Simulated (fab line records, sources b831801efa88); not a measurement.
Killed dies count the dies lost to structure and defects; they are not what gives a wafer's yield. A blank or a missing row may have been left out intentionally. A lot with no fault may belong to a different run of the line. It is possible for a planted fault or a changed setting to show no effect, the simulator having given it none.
A struck lot beside a sound one | flow gf180mcu | 40 steps out of a route of 602
Sound: these wafers, L588.1, L588.2, L588.5. Struck: wafers L596.1, L596.3, L596.6. At the end, the cause is stated.
Each step with rows lists, per side, the tool, then ch with its chambers, then its first start. Under that, the readings that differ: sound wafers | struck wafers | difference of the means | sigmas: that difference in standard deviations of wafers without a fault.
alike: words and numbers the same on both sides, and readings whose means are apart by under 2 such deviations; not compared: readings that were withheld, readings missing a value for some wafer, numbers with overlapping values and no deviation given by the record, and bounds like >300 which may hide the same value.
Wherever a step has rows on one side only, a row that says differs or no value, or a row with sigmas, the two part there. When numbers do not overlap yet have no deviation, they are printed without sigmas and do not part them. A reading that every wafer of one side lacks parts them only if that side has two wafers or more.

GF_V4_RS_MEAS_24: the measuring method here is four-point-probe.
  sound on film-metro-04 at day 26 19:56; struck on film-metro-04 at day 29 05:49
  alike: V4_W_RS
GF_V4_THK_MEAS_25: measures by xrf.
  sound on film-metro-04 at day 26 20:04; struck on film-metro-04 at day 29 05:56
  alike: V4_W_THK
then, 3 steps without rows for these wafers: GF_V4_CMP_26 (polishes, stops on SiO2, t overpolish 15 s, target thk 0 nm); GF_MIM_SPUTTER_00 (material Ti, target thk 37.5 nm, time 150 s); GF_MIM_SPUTTER_01 (material TiN, target thk 30 nm, time 25 s).
GF_MIM_SPUTTER_02: material AlCu, target thk 450 nm, time 23.9 s.
  sound on pvd-sputter-04 at day 26 20:33; struck on pvd-sputter-04 at day 29 06:25
  alike: throttle-valve-pct
then, 2 steps without rows for these wafers: GF_MIM_SPUTTER_03 (material Ti, target thk 10 nm, time 6.7 s); GF_MIM_SPUTTER_04 (material TiN, target thk 50 nm, time 41.7 s).
GF_MIM_CVD_05: deposits Si3N4, target thk 42 nm, time 29.086 s.
  sound on pecvd-01 ch 0,1,2, day 26 20:38; struck on pecvd-01 ch 0,1,2, day 29 06:31
  alike: heater-power-w
  not compared: since-wet-clean-h
GF_MIM_THK_MEAS_06:
  sound on film-metro-04 at day 26 20:40; struck on film-metro-04 at day 29 06:33
  alike: MIM_CVD_05_THK
GF_MIM_SPUTTER_07: material TiN, target thk 60 nm, time 50 s.
  sound on pvd-sputter-01 at day 26 20:44; struck on pvd-sputter-01 at day 29 06:37
  alike: throttle-valve-pct
then, 1 step without rows for these wafers: GF_MIM_SPUTTER_08 (material AlCu, target thk 200 nm, time 10.6 s).
GF_MIM_SPUTTER_09: material TiN, target thk 35 nm, time 29.2 s.
  sound on pvd-sputter-01 at day 26 20:48; struck on pvd-sputter-01 at day 29 06:40
  reading                                 | sound             | struck           | difference | sigmas
  model.TiN_of_MIM_SPUTTER_09.thk-nm (nm) | 34.64 34.74 34.94 | 26.22 27.02 26.4 | -8.23      |
  alike: throttle-valve-pct
GF_MIM_RS_MEAS_10: the measuring method here is four-point-probe.
  sound on film-metro-01 at day 26 20:50; struck on film-metro-01 at day 29 06:43
  alike: MIM_ALCU_RS
GF_MIM_THK_MEAS_11: measures by xrf.
  sound on film-metro-01 at day 26 20:57; struck on film-metro-01 at day 29 06:50
  reading           | sound             | struck            | difference | sigmas
  MIM_ALCU_THK (nm) | 202.3 198.2 203.0 | 208.4 206.1 205.8 | +5.6       | +2
then, 7 steps without rows for these wafers: GF_MIM_DEHYDRATE_12 (time 60 s); GF_MIM_HMDS_13 (prime time 60 s); GF_MIM_COAT_14 (resist thk 1000 nm); GF_MIM_SOFTBAKE_15 (time 60 s); GF_MIM_EXPOSE_16 (exposes mask FuseTop, target cd 2000 nm); GF_MIM_PEB_17; GF_MIM_DEVELOP_18 (develop time 60 s).
GF_MIM_METAL_ETCH_19: etches the open film in Cl2/BCl3, stops on Si3N4, target depth 324.5 nm, time 54.1 s.
  sound on rie-metal-01 ch 0,1, day 27 17:22; struck on rie-metal-04 ch 0, day 30 02:25
  reading               | sound             | struck            | difference | sigmas
  oes-product-au (a.u.) | 0.942 0.942 0.943 | 0.933 0.928 0.923 | -0.014     | -2
  alike: bcl3-flow-sccm, drypump-motor-current-A, throttle-valve-pct
  not compared: rf-hours-counter-h
then, 10 steps without rows for these wafers: GF_MIM_STRIP_20 (strips in O2/N2); GF_MIM_STRIP_21 (strips in post etch residue remover, time 1200 s); GF_MIM_CLEAN_22 (cleans in DIW); GF_M5_DEHYDRATE_00 (time 60 s); GF_M5_HMDS_01 (prime time 60 s); GF_M5_COAT_02 (resist thk 1000 nm); GF_M5_SOFTBAKE_03 (time 60 s); GF_M5_EXPOSE_04 (exposes mask Metal5, target cd 280 nm); GF_M5_PEB_05 (peb time 90 s); GF_M5_DEVELOP_06 (develop time 60 s).
GF_M5_CD_MEAS_07 targets a cd of 280 nm.
  sound on cd-sem-02 at day 28 13:49; struck on cd-sem-02 at day 30 20:30
  alike: cd-nm
GF_M5_OVL_MEAS_08:
  sound on overlay-02 at day 28 13:56; struck on overlay-02 at day 30 20:37
  alike: M5_OVL
GF_M5_ETCH_09: etches Si3N4 in CF4/O2, target depth 52 nm, time 11.6 s.
  sound on rie-diel-02 ch 0,2,3, day 28 13:59; struck on rie-diel-04 ch 0,1,2, day 30 20:39
  alike: O2_flow_sccm, drypump-motor-current-A, oes-product-au, throttle-valve-pct
  not compared: rf-hours-counter-h
then, 2 steps without rows for these wafers: GF_M5_METAL_ETCH_10 (etches the open film in Cl2/BCl3, stops on SiO2, target depth 627.5 nm, time 104.6 s); GF_M5_STRIP_11 (strips in O2/N2).
GF_M5_STRIP_12: strips in post etch residue remover, time 1200 s.
  sound on wet-bench-01 ch 0, day 28 14:13; struck on wet-bench-01 ch 0, day 30 20:53
  reading                                 | sound            | struck            | difference | sigmas
  model.TiN_of_MIM_SPUTTER_09.thk-nm (nm) | 33.8 33.91 34.11 | 25.37 26.18 25.55 | -8.24      |
then, 1 step without rows for these wafers: GF_M5_CLEAN_13 (cleans in DIW).

== WHERE THEY PART ==
Last at GF_MIM_METAL_ETCH_19 as far as this record goes, first at GF_MIM_THK_MEAS_11. Later steps at which nothing parts them and some readings are alike: GF_M5_CD_MEAS_07, GF_M5_OVL_MEAS_08, GF_M5_ETCH_09.

WHY: the cause the simulator had injected
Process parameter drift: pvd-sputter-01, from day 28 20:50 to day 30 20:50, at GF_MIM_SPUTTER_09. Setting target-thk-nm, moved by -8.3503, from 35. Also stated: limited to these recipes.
